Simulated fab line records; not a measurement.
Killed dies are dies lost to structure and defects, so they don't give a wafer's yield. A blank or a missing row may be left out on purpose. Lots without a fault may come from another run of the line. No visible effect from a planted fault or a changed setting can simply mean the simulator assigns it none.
fab line records | flow sky130
[record] lots = 10 wafers = 30 lastDay = 51
route steps=708 shown VIA3@585 CAP2M@604 PAD_OPEN@708
lots with no fault: from the same line, run without faults
startH: the number of hours between the record's first day and the start of the first shown wafer of the lot | waitH: hours since the lot's step before | " as in the row above | L1.1+2: several wafers, shown together as one row | - value missing, or start not given | * or withheld: withheld | < > ~ a bound
route shown NAME@n: a module of which the file shows steps, and the number in the route of the first | usual: mean/standard deviation of fault-free wafers | same: alike in all rows | chamber/n: place in a boat | sites: per-site readings | _std_site: the standard deviation of these | _edge_site: inner sites' mean taken away from outer sites' mean | radiusMm: for every site, how far away it sits from the centre of the wafer | mask NAME#n: copy n | behind: the last tool/chamber to shape the wafer | hold: what put the lot on hold/how long, in hours/how the hold closed | device: the transistor (n, p or np) that didn't switch | end of line: the route-end tests of the same wafers | a step given without rows: its recipe and nothing more | killed: dies lost to structure and defects at the first sort, not the wafer's yield | map: the dies of a wafer, with x for killed, . for not killed, _ for no die there
set.NAME: setting as actually run; set.NAME@STEP: the setting as run at that earlier step | model.NAME: the simulator's own value behind a step, which no gauge read
one table for each step of the route and one row for each wafer, over a sample of lots
services: a tool's chamber out of use, with start hour (startH, from the record's first day; less than 0 if before it), hours out, and reason
[[steps]]
[step SKY_VIA3_CD_MEAS_12]
[recipe] targetCdNm = 200
[usual] cdNm = 200.0/1.6
// columns lot.wafer tool chamber startH waitH cdNm
L952.3 cdSem-02 - 931.73 - 201.2
L952.4 " - " " 200.6
L952.5 " - " " 201.1
L956.2 cdSem-02 - 962.38 - 202.2
L956.3 " - " " 200.4
L956.4 " - " " 201.8
L955.2 cdSem-01 - 962.66 - 199.0
L955.5 " - " " 199.9
L955.6 " - " " 199.9
L957.1 cdSem-02 - 968.77 - 200.0
L957.2 " - " " 199.1
L957.4 " - " " 199.4
L966.2 cdSem-02 - 1034.54 - 197.4
L966.3 " - " " 198.7
L966.5 " - " " 197.2
L968.3 cdSem-01 - 1046.58 - 200.5
L968.4 " - " " 201.5
L968.6 " - " " 199.3
L969.3 cdSem-02 - 1047.23 - 200.9
L969.4 " - " " 201.2
L969.5 " - " " 201.0
L971.3 cdSem-02 - 1065.71 - 197.9
L971.5 " - " " 199.9
L971.6 " - " " 199.0
L974.1 cdSem-01 - 1100.89 - 201.8
L974.3 " - " " 199.6
L974.6 " - " " 201.8
L973.2 cdSem-01 - 1106.21 - 196.4
L973.3 " - " " 197.9
L973.4 " - " " 197.4
[step SKY_VIA3_ETCH_14]
[recipe] chemistry = N2/H2 target = BARC ionEnergyEv = 200 sourceW = 500 biasW = 100 pressureMtorr = 30 n2FlowSccm = 100 h2FlowSccm = 200 stopOn = SiO2 timeS = 45.9 targetDepthA = 600
[usual] biasW = 100.03/0.27 chamberPressureMTorr = 30.006/0.027 drypumpMotorCurrentA = 5.9/0.32 n2FlowSccm = 100.0/0.31 oesProductAu = 0.854/0.0044 throttleValvePct = 13.225/0.0094 timeS = 45.9/0
// columns lot.wafer tool chamber startH waitH biasW chamberPressureMTorr drypumpMotorCurrentA n2FlowSccm oesProductAu rfHoursCounterH throttleValvePct timeS
L952.3 rieDiel-03 3 931.85 0.0 100.21 29.980 6.4 99.9 0.852 5 13.226 45.9
L952.4 " 1 " " 100.05 30.023 5.9 100.3 0.861 20 13.231 45.9
L952.5 " 3 " " 100.13 29.995 6.4 99.6 0.857 - 13.215 45.9
L956.2 rieDiel-04 3 962.52 0.0 100.10 30.002 5.9 99.6 0.857 11 13.235 45.9
L956.3 " 2 " " 99.82 30.003 6.4 99.7 0.849 11 13.222 45.9
L956.4 " 1 " " 99.76 29.985 5.9 100.0 0.858 9 13.206 45.9
L955.2 rieDiel-03 2 962.79 0.0 - - - - - - - -
L955.5 " 2 " " - - - - - - - -
L955.6 " 3 " " - - - - - - - -
L957.1 rieDiel-04 2 968.92 0.0 - - - - - - - -
L957.2 " 0 " " - - - - - - - -
L957.4 " 3 " " - - - - - - - -
L966.2 rieDiel-02 1 1034.67 0.0 99.89 30.014 5.7 100.1 0.853 4 13.239 45.9
L966.3 " 2 " " 99.61 30.018 5.8 99.7 0.856 11 13.228 45.9
L966.5 " 3 " " 100.18 30.038 5.4 100.3 0.855 - 13.221 45.9
L968.3 rieDiel-02 0 1046.70 0.0 99.46 29.992 6.0 99.6 0.853 6 13.235 45.9
L968.4 " 1 " " 100.13 29.955 5.7 100.4 0.854 5 13.227 45.9
L968.6 " 0 " " 99.70 29.985 5.9 100.0 0.850 - 13.223 45.9
L969.3 rieDiel-03 1 1047.35 0.0 100.12 30.024 5.9 100.1 0.858 24 13.224 45.9
L969.4 " 1 " " 99.55 29.972 5.9 99.7 0.857 - 13.211 45.9
L969.5 " 0 " " 100.22 30.023 5.5 100.1 0.858 - 13.207 45.9
L971.3 rieDiel-03 2 1065.82 0.0 99.83 29.969 6.4 99.7 0.852 29 13.213 45.9
L971.5 " 1 " " 100.17 30.041 5.9 100.3 0.853 - 13.223 45.9
L971.6 " 0 " " 99.96 29.985 5.6 100.3 0.856 - 13.229 45.9
L974.1 rieDiel-03 1 1101.05 0.0 99.95 30.037 5.9 100.4 0.857 26 13.223 45.9
L974.3 " 0 " " 100.25 29.980 5.5 100.2 0.853 22 13.230 45.9
L974.6 " 3 " " 99.82 30.016 6.4 99.5 0.846 - 13.228 45.9
L973.2 rieDiel-03 2 1106.35 0.0 99.88 29.998 6.4 100.2 0.860 31 13.212 45.9
L973.3 " 1 " " 99.95 29.997 5.9 99.8 0.853 26 13.222 45.9
L973.4 " 0 " " 100.18 30.044 5.6 100.2 0.861 23 13.205 45.9
[step SKY_VIA3_ETCH_15]
[recipe] target = SiO2 chemistry = C4F8/O2/Ar targetDepthNm = 507 stopOn = TiN maskMaterial = KrF-thick sourceW = 1500 biasW = 1200 pressureMtorr = 40 c4f8FlowSccm = withheld O2_flow_sccm = 6 Ar_flow_sccm = 300 timeS = 78
[usual] biasW = 1201/3.5 chamberPressureMTorr = 40.00/0.035 oesProductAu = 0.947/0.0055
[same] timeS = 78
// columns lot.wafer tool chamber startH waitH biasW chamberPressureMTorr oesProductAu rfHoursCounterH
L952.3 rieDiel-03 3 931.89 0.0 1197 40.00 0.944 5
L952.4 " 1 " " 1201 40.00 0.948 20
L952.5 " 3 " " 1199 39.98 0.940 -
L956.2 rieDiel-04 3 962.56 0.0 1202 40.04 0.944 11
L956.3 " 2 " " 1199 39.90 0.949 11
L956.4 " 1 " " 1198 39.93 0.943 9
L955.2 rieDiel-03 2 962.84 0.0 1201 40.02 0.376 25
L955.5 " 2 " " 1205 40.05 0.374 -
L955.6 " 3 " " 1198 40.00 0.372 -
L957.1 rieDiel-04 2 968.97 0.0 1198 39.97 0.378 11
L957.2 " 0 " " 1206 40.05 0.372 20
L957.4 " 3 " " 1200 39.98 0.372 11
L966.2 rieDiel-02 1 1034.72 0.0 1207 40.01 0.946 4
L966.3 " 2 " " 1197 39.96 0.946 11
L966.5 " 3 " " 1204 39.97 0.947 -
L968.3 rieDiel-02 0 1046.74 0.0 1201 40.09 0.950 6
L968.4 " 1 " " 1200 39.97 0.949 5
L968.6 " 0 " " 1200 39.97 0.949 -
L969.3 rieDiel-03 1 1047.39 0.0 1202 40.03 0.958 25
L969.4 " 1 " " 1201 40.00 0.951 -
L969.5 " 0 " " 1200 40.01 0.945 -
L971.3 rieDiel-03 2 1065.87 0.0 1199 39.99 0.941 29
L971.5 " 1 " " 1209 39.99 0.941 -
L971.6 " 0 " " 1202 39.96 0.950 -
L974.1 rieDiel-03 1 1101.09 0.0 1201 39.92 0.949 26
L974.3 " 0 " " 1199 39.98 0.949 22
L974.6 " 3 " " 1209 40.00 0.948 -
L973.2 rieDiel-03 2 1106.39 0.0 1201 39.96 0.948 31
L973.3 " 1 " " 1198 40.06 0.953 26
L973.4 " 0 " " 1197 40.03 0.946 23
[step SKY_VIA3_STRIP_16]
[recipe] chemistry = O2/N2 powerW = 1400 pressureMtorr = 1500 platenTempC = withheld o2FlowSccm = 3000 n2FlowSccm = 300 overashFraction = 0.5
[usual] drypumpMotorCurrentA = 6.1/0.4 n2FlowSccm = 300.0/0.93 oesProductAu = 0.403/0.0047 stripTimeToEndpointS = 4.133/0.029
// columns lot.wafer tool chamber startH waitH drypumpMotorCurrentA n2FlowSccm oesProductAu rfHoursCounterH stripTimeToEndpointS
L952.3 plasmaAsher-04 1 931.98 0.1 5.8 298.8 0.399 - 4.105
L952.4 " 0 " " 6.4 300.3 0.397 - 4.120
L952.5 " 0 " " 6.4 299.2 0.407 - 4.120
L956.2 plasmaAsher-02 1 962.62 0.0 5.8 299.2 0.397 85 4.129
L956.3 " 0 " " 6.3 300.0 0.398 - 4.089
L956.4 " 1 " " 5.8 299.6 0.401 - 4.172
L955.2 plasmaAsher-02 1 962.90 0.0 5.8 300.5 0.424 85 4.565
L955.5 " 1 " " 5.8 300.4 0.427 - 4.580
L955.6 " 0 " " 6.3 300.0 0.415 - 4.576
L957.1 plasmaAsher-04 0 969.03 0.0 6.4 301.4 0.415 116 4.559
L957.2 " 1 " " 5.8 300.6 0.429 116 4.614
L957.4 " 0 " " 6.4 300.5 0.422 - 4.577
L966.2 plasmaAsher-04 1 1034.78 0.0 5.8 298.6 0.408 122 4.133
L966.3 " 0 " " 6.4 301.8 0.399 - 4.115
L966.5 " 1 " " 5.8 299.5 0.400 - 4.094
L968.3 plasmaAsher-04 0 1046.83 0.1 6.4 298.4 0.409 - 4.170
L968.4 " 1 " " 5.8 301.0 0.410 - 4.155
L968.6 " 1 " " 5.8 300.7 0.394 - 4.150
L969.3 plasmaAsher-02 0 1047.48 0.1 6.3 300.3 0.402 - 4.070
L969.4 " 1 " " 5.8 301.3 0.402 - 4.094
L969.5 " 0 " " 6.4 301.2 0.401 - 4.141
L971.3 plasmaAsher-03 0 1065.96 0.1 6.6 300.9 0.398 - 4.094
L971.5 " 1 " " 5.5 300.0 0.398 - 4.095
L971.6 " 0 " " 6.6 299.9 0.397 - 4.160
L974.1 plasmaAsher-02 0 1101.15 0.0 6.4 298.8 0.401 99 4.125
L974.3 " 0 " " 6.4 297.5 0.394 - 4.158
L974.6 " 1 " " 5.8 298.5 0.409 - 4.143
L973.2 plasmaAsher-03 0 1106.45 0.0 6.6 300.2 0.401 35 4.112
L973.3 " 1 " " 5.5 299.7 0.402 - 4.097
L973.4 " 0 " " 6.6 299.6 0.412 - 4.161
[step SKY_CAP2M_THK_MEAS_01]
[recipe] reads = SiO2_of_CAP2M_CVD_00
[usual] CAP2M_CVD_00_THK = 15.55/0.23
// columns lot.wafer tool chamber startH waitH CAP2M_CVD_00_THK[nm]
L952.3 filmMetro-04 - 933.53 - 15.82
L952.4 " - " " 16.24
L952.5 " - " " 16.02
L956.2 filmMetro-01 - 964.06 - 15.42
L956.3 " - " " 15.31
L956.4 " - " " 15.44
L966.2 filmMetro-01 - 1036.48 - 15.70
L966.3 " - " " 15.57
L966.5 " - " " 15.59
L968.3 filmMetro-04 - 1048.26 - 15.19
L968.4 " - " " 15.22
L968.6 " - " " 15.78
L969.3 filmMetro-04 - 1048.91 - 15.64
L969.4 " - " " 15.76
L969.5 " - " " 15.26
L971.3 filmMetro-02 - 1067.38 - 15.34
L971.5 " - " " 15.70
L971.6 " - " " 15.73
L974.1 filmMetro-04 - 1102.67 - 15.33
L974.3 " - " " 15.47
L974.6 " - " " 15.48
L973.2 filmMetro-04 - 1108.12 - 15.70
L973.3 " - " " 15.56
L973.4 " - " " 15.80
[step SKY_CAP2M_SPUTTER_02]
[recipe] material = TiN targetThkNm = 200 tempC = 300 powerW = 6500 timeS = 166.7 chamberPressurePa = 0.4
[usual] throttleValvePct = 30.0/0.95
[same] timeS = 166.7
// columns lot.wafer tool chamber startH waitH throttleValvePct
L952.3 pvdSputter-04 - 933.57 0.0 28.7
L952.4 " - " " 30.2
L952.5 " - " " 30.4
L956.2 pvdSputter-04 - 964.11 0.0 29.7
L956.3 " - " " 30.3
L956.4 " - " " 30.1
L966.2 pvdSputter-04 - 1036.53 0.0 30.3
L966.3 " - " " 29.8
L966.5 " - " " 28.8
L968.3 pvdSputter-01 - 1048.30 0.0 30.4
L968.4 " - " " 30.3
L968.6 " - " " 29.9
L969.3 pvdSputter-04 - 1048.95 0.0 30.1
L969.4 " - " " 30.3
L969.5 " - " " 30.4
L971.3 pvdSputter-01 - 1067.42 0.0 31.9
L971.5 " - " " 30.1
L971.6 " - " " 29.7
L974.1 pvdSputter-01 - 1102.73 0.1 29.9
L974.3 " - " " 30.1
L974.6 " - " " 30.1
L973.2 pvdSputter-04 - 1108.17 0.0 28.7
L973.3 " - " " 30.2
L973.4 " - " " 30.5
[step SKY_PAD_OPEN_PROBE_99]
[usual] defectLimitedYield = 82.4/2 killed_at_M0_to_M3 = 43/6.8 killed_at_M4_up = 3.1/1.8 killedAtContacts = 25/5.8 killedAtFrontEnd = 15/4.2 killedAtOther = 0.3/0.5 killedDies = 87/9.7 killedOnRim = 17/4.1 killedOpen = 47/7.3 killedShort = 39/6.6 sort_bin_3_pad_short = 0.9/0.37 sort_bin_5_function = 10.4/1.4 sort_bin_6_memory = 6.3/1.1 sortNPass = 405/9.7 sortYieldPct = 82.4/2
[same] grossDies = 492 killedAtBackSide = 0 sort_bin_4_leakage[%] = 0 sort_bin_8_speed[%] = 0
// columns lot.wafer tool chamber startH waitH defectLimitedYield[%] killed_at_M0_to_M3 killed_at_M4_up killedAtContacts killedAtFrontEnd killedAtOther killedDies killedOnRim killedOpen killedShort sort_bin_3_pad_short[%] sort_bin_5_function[%] sort_bin_6_memory[%] sortNPass sortYieldPct[%]
L955.2 prober-02 - 1106.54 0.1 0 451 4 23 14 0 492 96 32 41 1.0 93.9 5.1 0 0
L955.5 prober-02 - 1106.69 0.2 0 445 7 23 17 0 492 96 45 45 0.4 92.1 7.5 0 0
L955.6 prober-02 - 1106.74 0.2 0 450 2 22 18 0 492 96 36 51 1.4 92.7 5.9 0 0
L957.1 prober-01 - 1110.14 0.1 0 448 4 21 19 0 492 96 49 44 1.0 93.5 5.5 0 0
L957.2 prober-01 - 1110.19 0.1 0 449 0 25 17 1 492 96 45 37 0.2 93.9 5.9 0 0
L957.4 prober-01 - 1110.29 0.2 0 452 3 15 22 0 492 96 50 35 1.0 93.7 5.3 0 0
L968.3 prober-02 - 1175.59 0.2 77.8 50 5 32 22 0 109 22 70 39 1.4 12.2 8.5 383 77.8
L968.4 prober-02 - 1175.64 0.2 79.1 50 5 27 21 0 103 25 63 40 1.2 12.4 7.3 389 79.1
L968.6 prober-02 - 1175.74 0.2 81.1 37 5 32 19 0 93 23 57 36 0.8 11.6 6.5 399 81.1
// killed by level:class
L955.2 VIA3:areaEtch=419 LI_CONTACT:geometricParticle:open=10 FIELD_ISO:geometricParticle:short=7 METAL2:geometricParticle:short=6 CONTACT:geometricParticle:open=6 VIA1:geometricParticle:short=6 FIELD_ISO:geometricParticle:open=4 VIA3:geometricParticle:open=4
L955.5 VIA3:areaEtch=402 LI_CONTACT:geometricParticle:open=11 VIA1:geometricParticle:open=8 METAL2:geometricParticle:short=7 LI_CONTACT:geometricParticle:short=6 METAL4:geometricParticle:short=6 FIELD_ISO:geometricParticle:open=5 VIA2:geometricParticle:short=5
L955.6 VIA3:areaEtch=405 METAL1:geometricParticle:short=9 CONTACT:geometricParticle:open=7 VIA2:geometricParticle:open=7 VIA1:geometricParticle:short=6 POLY_GATE:geometricParticle:short=5 LI_CONTACT:geometricParticle:short=5 LOCAL_INTERCONNECT:geometricParticle:short=5
L957.1 VIA3:areaEtch=399 CONTACT:geometricParticle:open=9 METAL1:geometricParticle:short=8 VIA1:geometricParticle:open=8 VIA1:geometricParticle:short=7 VIA2:geometricParticle:open=7 LI_CONTACT:geometricParticle:open=6 VIA3:geometricParticle:open=6
L957.2 VIA3:areaEtch=410 VIA1:geometricParticle:open=12 CONTACT:geometricParticle:open=10 VIA2:geometricParticle:open=9 POLY_GATE:geometricParticle:short=7 VIA1:geometricParticle:short=5 LI_CONTACT:geometricParticle:open=4 LI_CONTACT:geometricParticle:short=4
L957.4 VIA3:areaEtch=407 VIA1:geometricParticle:open=9 POLY_GATE:geometricParticle:open=7 FIELD_ISO:geometricParticle:open=6 LI_CONTACT:geometricParticle:open=6 VIA2:geometricParticle:short=6 VIA3:geometricParticle:open=6 FIELD_ISO:geometricParticle:short=5
L968.3 CONTACT:geometricParticle:open=14 LI_CONTACT:geometricParticle:open=13 VIA1:geometricParticle:open=13 FIELD_ISO:geometricParticle:open=9 VIA3:geometricParticle:open=8 POLY_GATE:geometricParticle:short=6 METAL1:geometricParticle:short=5 VIA2:geometricParticle:open=5
L968.4 VIA1:geometricParticle:open=17 LI_CONTACT:geometricParticle:open=10 VIA3:geometricParticle:open=9 CONTACT:geometricParticle:open=7 VIA2:geometricParticle:open=7 POLY_GATE:geometricParticle:open=6 CONTACT:geometricParticle:short=6 METAL2:geometricParticle:short=6
L968.6 VIA1:geometricParticle:open=13 CONTACT:geometricParticle:open=12 FIELD_ISO:geometricParticle:short=6 CONTACT:geometricParticle:short=5 POLY_GATE:geometricParticle:open=4 LI_CONTACT:geometricParticle:open=4 LI_CONTACT:geometricParticle:short=4 LOCAL_INTERCONNECT:geometricParticle:short=4
[[services]]
// columns tool chamber startH hours kind
rieDiel-02 1 919.02 6.1 repair
pvdSputter-04 - 944.69 2.5 repair
rieDiel-03 0 959.98 5.4 repair
rieDiel-02 - 962.18 28.1 pm
plasmaAsher-02 - 963.80 3.3 repair
pvdSputter-04 0 979.92 - consumableReplace:kit
pvdSputter-04 0 979.92 18.0 scheduledDown
rieDiel-03 3 990.68 4.2 repair
rieDiel-03 2 998.88 7.7 repair
rieDiel-02 - 1013.19 1.1 repair
rieDiel-02 - 1015.50 2.1 repair
rieDiel-02 2 1019.81 5.7 repair
plasmaAsher-03 - 1027.53 0.9 repair
rieDiel-03 3 1037.54 25.8 repair
plasmaAsher-03 - 1043.18 2.8 pm
pvdSputter-04 - 1050.04 23.7 repair
plasmaAsher-04 - 1055.25 9.0 pm
pvdSputter-01 - 1059.79 2.6 repair
rieDiel-02 0 1066.52 8.8 repair
rieDiel-02 2 1078.22 12.5 repair
rieDiel-04 2 1078.45 2.7 repair
rieDiel-04 3 1091.45 2.8 repair
rieDiel-04 - 1092.13 2.7 repair
rieDiel-04 - 1100.01 0.3 repair
[[key]]
[firstSign] step = SKY_VIA3_ETCH_14 reading = toolRecord direction = missing
[effect] step = SKY_VIA3_ETCH_15 reading = oesProductAu direction = down sigmas = 99+ usual = 0.947 struck = 0.374
[effect] step = SKY_VIA3_STRIP_16 reading = stripTimeToEndpointS direction = up sigmas = 15 usual = * struck = *
[effect] step = SKY_PAD_OPEN_PROBE_99 reading = killed_at_M0_to_M3 direction = up sigmas = 59 usual = 43 struck = 449
[moreKillsBornAt] SKY_VIA3_ETCH_14@rieDiel-03 = 1226 SKY_VIA3_ETCH_14@rieDiel-04 = 1216
metAt SKY_VIA3_ETCH_14
struckLots L955,L957
laterRowsLeftOut L955.2,L955.5,L955.6,L957.1,L957.2,L957.4
notActingAt SKY_VIA3_CD_MEAS_12,SKY_CAP2M_THK_MEAS_01,SKY_CAP2M_SPUTTER_02
onsetBetween 962.52 962.79
[fault] kind = skippedStepWhole tool = rieDiel-03,rieDiel-04 chamber = - onsetH = 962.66 steps = SKY_VIA3_ETCH_14 scope = struckLotsOnly
// laterRowsLeftOut: the simulator's readings of these wafers behind a module that went badly wrong aren't trusted and aren't shown, but for the sort
